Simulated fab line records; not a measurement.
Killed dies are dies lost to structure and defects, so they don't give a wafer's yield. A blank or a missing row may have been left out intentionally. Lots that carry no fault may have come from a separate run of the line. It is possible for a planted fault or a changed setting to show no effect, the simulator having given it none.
Which tool was responsible?    flow sky130    18 wafers from 6 lots sampled at 2 of the route's 708 steps

## WHAT EACH GAUGE READ, for each wafer
SKY_LOCAL_INTERCONNECT_RS_MEAS_01: measures by four-point-probe.
lot   measured      on            LOCAL_INTERCONNECT_TIN_RS (ohm/sq)
L664  day 30 20:37  filmMetro-04  14.19 14.23 14.17
L668  day 31 22:16  filmMetro-04  14.25 14.33 14.34
L669  day 32 12:14  filmMetro-04  14.19 13.93 14.13
L673  day 33 13:47  filmMetro-01  14.11 14.21 14.17
L681  day 35 19:37  filmMetro-02  14.42 14.35 14.31
L684  day 37 18:55  filmMetro-01  14.19 14.12 14.06

## TOOL THAT RAN EACH LOT (tool first, then ch and the chambers of the sampled wafers, then the start)
lot   SKY_LI_CONTACT_CVD_21
L664  cvdW-02 ch 0,1, day 30 19:54
L668  cvdW-01 ch 0,1, day 31 21:35
L669  cvdW-02 ch 0,1, day 32 11:34
L673  cvdW-02 ch 0,1, day 33 13:07
L681  cvdW-01 ch 0,1, day 35 18:57
L684  cvdW-01 ch 0,1, day 37 18:15
- SKY_LI_CONTACT_CVD_21: deposits W, target thk 400 nm, time 120.56 s.

## THE ANSWER, worked out from the rows above alone
Rule: what is usual is taken from the lots themselves. The widest of any qualifying gaps counts: lots, ordered by their means at a reading, are off when they make up no more than a third of the lots, leave a main group of 4 or more, and stand apart from it by 3 or more times the standard deviation of that group's means. A main group is skipped when, at the precision printed for the reading in the tables above, its means are all equal. A lot without any number at a reading at which 4 lots or more have one is off too. The other lots that the step has rows for count as sound.
No lot is off at any reading shown: from this, nothing can be told.

## WHAT THE SIMULATOR PUT IN
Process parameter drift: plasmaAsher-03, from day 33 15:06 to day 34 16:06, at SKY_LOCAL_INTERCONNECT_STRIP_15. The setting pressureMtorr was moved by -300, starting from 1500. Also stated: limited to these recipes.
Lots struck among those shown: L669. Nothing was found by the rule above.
